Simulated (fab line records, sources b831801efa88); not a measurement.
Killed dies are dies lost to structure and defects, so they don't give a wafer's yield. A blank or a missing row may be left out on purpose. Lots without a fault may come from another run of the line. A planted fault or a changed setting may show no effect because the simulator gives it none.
fab line records | flow gf180mcu
record lots=14 wafers=41 last_day=34
route steps=602 shown VT_IMPLANT@132 POLY_GATE@167 HV_LDD@185
lots that met no fault: from a run of the same line without faults
start_h: hours from the record's first day to the start of the lot's first wafer shown | wait_h: hours since the lot's step before | " the same as in the row above | L1.1+2: a row that stands for several wafers | - no value, or no start given | * or withheld: withheld | < > ~ a bound
route shown NAME@n: a module of which the file shows steps, and the number in the route of the first | usual: mean/standard deviation of fault-free wafers | same: alike in all rows | chamber/n: place in a boat | sites: the reading at each site | _std_site: their standard deviation | _edge_site: outer sites' mean less inner sites' | radius_mm: how far each site lies from the wafer's centre | mask NAME#n: copy n | behind: the tool/chamber that last shaped the wafer | hold: why the lot was held/for how many hours/how that ended | device: the transistor (n, p or np) that didn't switch | end of line: the same wafers' tests at the end of the route | a step without rows: its recipe alone | killed: dies lost to structure and defects at the first sort, not the wafer's yield | map: a wafer's dies, x killed, . not, _ none there
set.NAME: the setting as run; set.NAME@STEP: as run at that earlier step | model.NAME: the simulator's own value behind a step, which no gauge read
steps of the route over a sample of lots; a table a step, a row a wafer
services: from which hour (start_h, from the record's first day; less than 0 if before it) a tool's chamber was out of use, for how many hours, and why
## steps
# step GF_VT_IMPLANT_STRIP_42
# recipe chemistry=O2/N2 power_w=1400 pressure_mtorr=1500 platen_temp_c=250 o2_flow_sccm=3000 n2_flow_sccm=300 overash_fraction=0.5
# usual drypump_motor_current_A=6.0/0.43 heater_power_w=337/14 oes_product_au=0.715/0.0048 strip_time_to_endpoint_s=12.61/0.041
# columns lot.wafer tool chamber start_h wait_h drypump_motor_current_A heater_power_w oes_product_au rf_hours_counter_h strip_time_to_endpoint_s
L284.2 plasma_asher-04 0 160.78 0.1 6.0 335 0.716 5 12.65
L284.4 " 1 " " 6.6 328 0.713 - 12.69
L284.5 " 1 " " 6.6 326 0.704 - 12.63
L285.1 plasma_asher-04 0 169.39 0.1 5.9 331 0.710 6 12.64
L285.2 " 1 " " 6.6 326 0.710 6 12.61
L285.6 " 0 " " 5.9 323 0.721 - 12.62
L286.1 plasma_asher-02 1 178.18 0.1 6.4 345 0.719 38 12.52
L286.4 " 0 " " 5.3 345 0.712 - 12.52
L286.6 " 1 " " 6.4 339 0.716 - 12.51
L289.4 plasma_asher-04 1 186.18 0.1 6.6 331 0.715 - 12.69
L289.5 " 1 " " 6.6 339 0.708 - 12.65
L289.6 " 0 " " 5.9 332 0.720 - 12.66
L290.2 plasma_asher-04 0 198.99 0.1 5.9 328 0.708 9 12.67
L290.5 " 0 " " 5.9 332 0.709 - 12.66
L290.6 " 1 " " 6.6 327 0.724 - 12.61
L291.1 plasma_asher-02 0 209.19 0.1 5.4 355 0.715 42 12.63
L291.4 " 1 " " 6.4 349 0.707 - 12.67
L292.1 plasma_asher-03 0 213.49 0.1 6.1 320 0.715 56 12.61
L292.2 " 1 " " 5.6 348 0.709 56 12.60
L292.3 " 0 " " 6.1 313 0.710 - 12.58
L293.1 plasma_asher-02 0 217.64 0.1 5.3 358 0.718 42 12.58
L293.2 " 1 " " 6.4 346 0.712 42 12.58
L293.5 " 0 " " 5.4 356 0.717 - 12.61
L294.1 plasma_asher-03 1 224.53 0.1 5.6 355 0.710 57 12.64
L294.3 " 1 " " 5.6 352 0.722 - 12.61
L294.5 " 0 " " 6.1 313 0.715 - 12.64
L296.1 plasma_asher-03 0 239.44 0.1 6.1 309 0.718 58 12.60
L296.2 " 1 " " 5.6 348 0.713 58 12.63
L296.6 " 1 " " 5.6 339 0.718 - 12.58
L297.2 plasma_asher-03 1 245.29 0.1 5.6 342 0.711 59 12.58
L297.4 " 1 " " 5.6 356 0.711 - 12.58
L297.5 " 1 " " 5.6 340 0.712 - 12.59
L305.1 plasma_asher-02 1 299.74 0.1 6.4 353 0.721 51 12.59
L305.2 " 0 " " 5.3 360 0.712 51 12.59
L305.4 " 1 " " 6.4 344 0.713 - 12.58
L306.2 plasma_asher-03 1 305.14 0.1 5.6 341 0.709 65 12.66
L306.3 " 1 " " 5.6 344 0.725 - 12.64
L306.4 " 0 " " 6.1 313 0.716 - 12.63
L307.3 plasma_asher-02 1 314.22 0.1 6.4 347 0.713 - 12.62
L307.5 " 0 " " 5.4 361 0.722 - 12.61
L307.6 " 1 " " 6.4 336 0.712 - 12.63
# step GF_POLY_GATE_CD_MEAS_10
# recipe target_cd_nm=280
# usual cd_nm=280.5/1.1
# columns lot.wafer tool chamber start_h wait_h cd_nm
L284.2 cd_sem-02 - 200.47 0.1 279.7
L284.4 " - " " 280.9
L284.5 " - " " 280.5
L285.1 cd_sem-01 - 209.61 0.1 280.1
L285.2 " - " " 280.2
L285.6 " - " " 281.5
L286.1 cd_sem-01 - 218.85 0.1 280.9
L286.4 " - " " 281.2
L286.6 " - " " 281.8
L289.4 cd_sem-01 - 227.35 0.1 281.5
L289.5 " - " " 279.7
L289.6 " - " " 281.1
L290.2 cd_sem-01 - 240.82 0.1 279.7
L290.5 " - " " 279.4
L290.6 " - " " 279.9
L291.1 cd_sem-01 - 252.21 0.1 278.6
L291.4 " - " " 280.0
L292.1 cd_sem-01 - 256.20 0.1 280.7
L292.2 " - " " 280.5
L292.3 " - " " 280.1
L293.1 cd_sem-01 - 259.50 0.1 279.7
L293.2 " - " " 281.2
L293.5 " - " " 278.9
L294.1 cd_sem-01 - 268.44 0.1 281.6
L294.3 " - " " 283.1
L294.5 " - " " 282.4
L296.1 cd_sem-02 - 283.75 0.1 280.9
L296.2 " - " " 280.7
L296.6 " - " " 279.7
L297.2 cd_sem-02 - 289.06 0.1 279.8
L297.4 " - " " 278.9
L297.5 " - " " 279.6
L305.1 cd_sem-02 - 346.74 0.1 279.2
L305.2 " - " " 278.3
L305.4 " - " " 278.5
L306.2 cd_sem-02 - 356.07 0.1 280.7
L306.3 " - " " 279.7
L306.4 " - " " 279.6
L307.3 cd_sem-01 - 362.44 0.1 278.6
L307.5 " - " " 278.9
L307.6 " - " " 279.4
# step GF_HV_LDD_IMPLANT_09
# recipe species=As energy_kev=40 dose_cm2=1e+14 tilt_deg=7
# usual beam_energy_keV=40.000/0.012 beam_on_s=10.01/0.22 faraday_current_uA=563/12
# columns lot.wafer tool chamber start_h wait_h beam_energy_keV beam_on_s faraday_current_uA
L284.2 implanter-01 0 221.04 0.0 39.997 10.04 562
L284.4 " 0 " " 39.996 9.91 570
L284.5 " 0 " " 39.995 9.89 570
L285.1 implanter-04 0 229.06 0.0 39.977 9.67 585
L285.2 " 0 " " 39.988 10.17 553
L285.6 " 0 " " 39.996 10.03 563
L286.1 implanter-03 0 239.66 0.0 40.020 9.98 565
L286.4 " 0 " " 40.036 10.05 561
L286.6 " 0 " " 40.025 10.04 565
L289.4 implanter-03 0 248.78 0.1 39.991 10.02 565
L289.5 " 0 " " 40.000 9.89 568
L289.6 " 0 " " 39.989 9.84 571
L290.2 implanter-04 0 262.38 0.0 39.989 10.01 562
L290.5 " 0 " " 39.994 10.01 568
L290.6 " 0 " " 39.990 9.50 587
L291.1 implanter-04 0 273.76 0.0 39.989 9.86 573
L291.4 " 0 " " 40.017 9.90 570
L292.1 implanter-03 0 276.96 0.0 40.004 9.79 574
L292.2 " 0 " " 39.996 9.78 579
L292.3 " 0 " " 39.996 10.08 559
L293.1 implanter-03 0 280.16 0.0 39.989 10.16 551
L293.2 " 0 " " 39.978 9.72 578
L293.5 " 0 " " 39.998 10.30 544
L294.1 implanter-01 0 289.66 0.0 40.006 9.60 584
L294.3 " 0 " " 40.005 10.19 553
L294.5 " 0 " " 40.008 10.28 547
L296.1 implanter-04 - 305.31 0.0 - - -
L296.2 " - " " - - -
L296.6 " - " " - - -
L297.2 implanter-03 - 310.68 0.0 - - -
L297.4 " - " " - - -
L297.5 " - " " - - -
L305.1 implanter-04 0 370.51 0.0 39.984 9.93 567
L305.2 " 0 " " 39.978 10.03 561
L305.4 " 0 " " 39.982 10.10 558
L306.2 implanter-04 0 380.38 0.0 40.004 10.18 551
L306.3 " 0 " " 39.991 9.89 572
L306.4 " 0 " " 39.982 10.21 550
L307.3 implanter-04 0 386.76 0.1 40.008 10.00 565
L307.5 " 0 " " 39.999 9.90 569
L307.6 " 0 " " 39.994 10.19 553
# step GF_HV_LDD_TW_MEAS_11
# usual HV_LDD_TW=2407/34
# columns lot.wafer tool chamber start_h wait_h HV_LDD_TW
L284.2 film_metro-01 - 221.27 0.1 2409
L284.4 " - " " 2397
L284.5 " - " " 2391
L285.1 film_metro-03 - 229.31 0.1 2390
L285.2 " - " " 2381
L285.6 " - " " 2367
L286.1 film_metro-01 - 239.91 0.1 2403
L286.4 " - " " 2393
L286.6 " - " " 2399
L289.4 film_metro-01 - 248.99 0.1 2382
L289.5 " - " " 2370
L289.6 " - " " 2381
L290.2 film_metro-01 - 262.62 0.1 2374
L290.5 " - " " 2380
L290.6 " - " " 2391
L291.1 film_metro-03 - 274.01 0.1 2377
L291.4 " - " " 2374
L292.1 film_metro-01 - 277.21 0.1 2386
L292.2 " - " " 2391
L292.3 " - " " 2381
L293.1 film_metro-03 - 280.41 0.1 2380
L293.2 " - " " 2403
L293.5 " - " " 2376
L294.1 film_metro-04 - 289.91 0.1 2442
L294.3 " - " " 2442
L294.5 " - " " 2452
L296.1 film_metro-01 - 305.56 0.1 30
L296.2 " - " " 30
L296.6 " - " " 30
L297.2 film_metro-04 - 310.92 0.1 31
L297.4 " - " " 30
L297.5 " - " " 31
L305.1 film_metro-03 - 370.76 0.1 2384
L305.2 " - " " 2368
L305.4 " - " " 2362
L306.2 film_metro-03 - 380.62 0.1 2363
L306.3 " - " " 2385
L306.4 " - " " 2387
L307.3 film_metro-04 - 386.98 0.1 2445
L307.5 " - " " 2450
L307.6 " - " " 2457
# step GF_HV_LDD_OVL_MEAS_20
# usual HV_LDD_01_OVL=-0.7/1.3
# columns lot.wafer tool chamber start_h wait_h HV_LDD_01_OVL[nm]
L284.2 overlay-02 - 238.73 0.1 0.6
L284.4 " - " " 0.8
L284.5 " - " " 2.2
L285.1 overlay-01 - 247.12 0.1 -1.1
L285.2 " - " " -3.4
L285.6 " - " " -3.3
L286.1 overlay-01 - 258.52 0.1 -0.1
L286.4 " - " " -1.7
L286.6 " - " " 0.3
L289.4 overlay-02 - 268.30 0.1 -1.3
L289.5 " - " " -1.8
L289.6 " - " " -1.8
L290.2 overlay-01 - 281.73 0.1 -2.1
L290.5 " - " " -1.6
L290.6 " - " " -1.8
L291.1 overlay-02 - 293.47 0.1 -1.4
L291.4 " - " " 0.2
L292.1 overlay-02 - 296.72 0.1 -0.6
L292.2 " - " " -0.9
L292.3 " - " " -0.4
L293.1 overlay-02 - 300.57 0.1 -0.3
L293.2 " - " " -2.2
L293.5 " - " " -2.5
L294.1 overlay-02 - 309.77 0.1 -1.6
L294.3 " - " " -0.6
L294.5 " - " " -1.3
L296.1 overlay-02 - 326.03 0.1 -0.9
L296.2 " - " " 0.2
L296.6 " - " " -1.7
L297.2 overlay-02 - 331.83 0.1 -0.7
L297.4 " - " " 0.5
L297.5 " - " " -3.3
L305.1 overlay-01 - 393.32 0.1 0.8
L305.2 " - " " -0.2
L305.4 " - " " -0.7
L306.2 overlay-02 - 403.73 0.1 -1.1
L306.3 " - " " -0.8
L306.4 " - " " -1.1
L307.3 overlay-02 - 410.43 0.1 -0.3
L307.5 " - " " 0.0
L307.6 " - " " 2.2
# step GF_HV_LDD_RS_MEAS_53
# recipe thk_meas_gauge=four-point-probe
# usual HV_LDD_RS=418.8/0.99
# columns lot.wafer tool chamber start_h wait_h HV_LDD_RS[ohm/sq]
L284.2 film_metro-03 - 278.10 0.1 417.4
L284.4 " - " " 418.2
L284.5 " - " " 417.9
L285.1 film_metro-04 - 286.53 0.1 418.1
L285.2 " - " " 418.1
L285.6 " - " " 419.1
L286.1 film_metro-01 - 299.25 0.1 418.7
L286.4 " - " " 418.9
L286.6 " - " " 419.4
L289.4 film_metro-01 - 309.70 0.1 419.8
L289.5 " - " " 419.3
L289.6 " - " " 419.9
L290.2 film_metro-03 - 323.20 0.1 419.1
L290.5 " - " " 417.2
L290.6 " - " " 416.1
L291.1 film_metro-03 - 336.19 0.1 416.2
L291.4 " - " " 417.4
L292.1 film_metro-03 - 338.38 0.1 419.0
L292.2 " - " " 418.8
L292.3 " - " " 420.1
L293.1 film_metro-01 - 342.18 0.1 419.3
L293.2 " - " " 418.2
L293.5 " - " " 420.5
L294.1 film_metro-01 - 352.78 0.1 420.1
L294.3 " - " " 420.0
L294.5 " - " " 420.4
L296.1 film_metro-01 - 371.23 0.1 882.7
L296.2 " - " " 882.0
L296.6 " - " " 882.6
L297.2 film_metro-03 - 376.25 0.1 881.9
L297.4 " - " " 882.2
L297.5 " - " " 882.8
L305.1 film_metro-01 - 443.08 0.1 420.1
L305.2 " - " " 419.7
L305.4 " - " " 419.5
L306.2 film_metro-03 - 453.40 0.1 417.7
L306.3 " - " " 417.5
L306.4 " - " " 417.4
L307.3 film_metro-04 - 460.62 0.1 418.7
L307.5 " - " " 419.6
L307.6 " - " " 418.9
## services
# columns tool chamber start_h hours kind
plasma_asher-03 - 150.06 5.4 repair
plasma_asher-02 - 150.37 4.2 repair
plasma_asher-03 - 166.52 0.7 repair
implanter-04 - 184.90 2.3 repair
implanter-01 - 205.44 3.8 repair
implanter-04 - 210.40 5.0 repair
implanter-03 - 229.31 1.4 repair
implanter-01 - 239.65 4.7 pm
implanter-04 - 250.86 7.3 repair
implanter-01 - 255.74 0.8 repair
implanter-03 - 271.59 4.4 pm
implanter-01 - 273.75 13.2 pm
implanter-04 - 276.03 2.7 repair
implanter-04 - 301.18 3.9 pm
implanter-04 - 308.65 5.3 repair
implanter-03 - 321.36 11.1 pm
plasma_asher-03 - 323.45 2.5 repair
implanter-04 - 335.88 5.5 repair
## key
first_sign step=GF_HV_LDD_IMPLANT_09 reading=tool_record direction=missing
effect step=GF_HV_LDD_TW_MEAS_11 reading=HV_LDD_TW direction=down sigmas=71 usual=2407 struck=30
effect step=GF_HV_LDD_RS_MEAS_53 reading=HV_LDD_RS direction=up sigmas=99+ usual=418.8 struck=882.4
met_at GF_HV_LDD_IMPLANT_09
struck_lots L296,L297
later_rows_left_out L296.1,L296.2,L296.6,L297.2,L297.4,L297.5
sort_left_out L296.1,L296.2,L296.6,L297.2,L297.4,L297.5
tester_left_out L296,L297
not_acting_at GF_VT_IMPLANT_STRIP_42,GF_POLY_GATE_CD_MEAS_10,GF_HV_LDD_OVL_MEAS_20
onset_between 280.16 305.31
fault kind=skipped_step_whole tool=implanter-03,implanter-04 chamber=- onset_h=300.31 steps=GF_HV_LDD_IMPLANT_09 scope=struck_lots_only
# tester_left_out: of these lots the tester's yield and bins aren't shown, on N5 and GAA mostly nor the transistor test; their killed dies are dies lost to structure and defects alone, not to doping, threshold or leakage, so they don't give the yield
# sort_left_out: the simulated sort isn't trusted on such a fault, so these wafers' sort isn't shown, and their yield isn't known
# later_rows_left_out: the simulator's readings of these wafers behind a module that went badly wrong aren't trusted and aren't shown, but for the sort
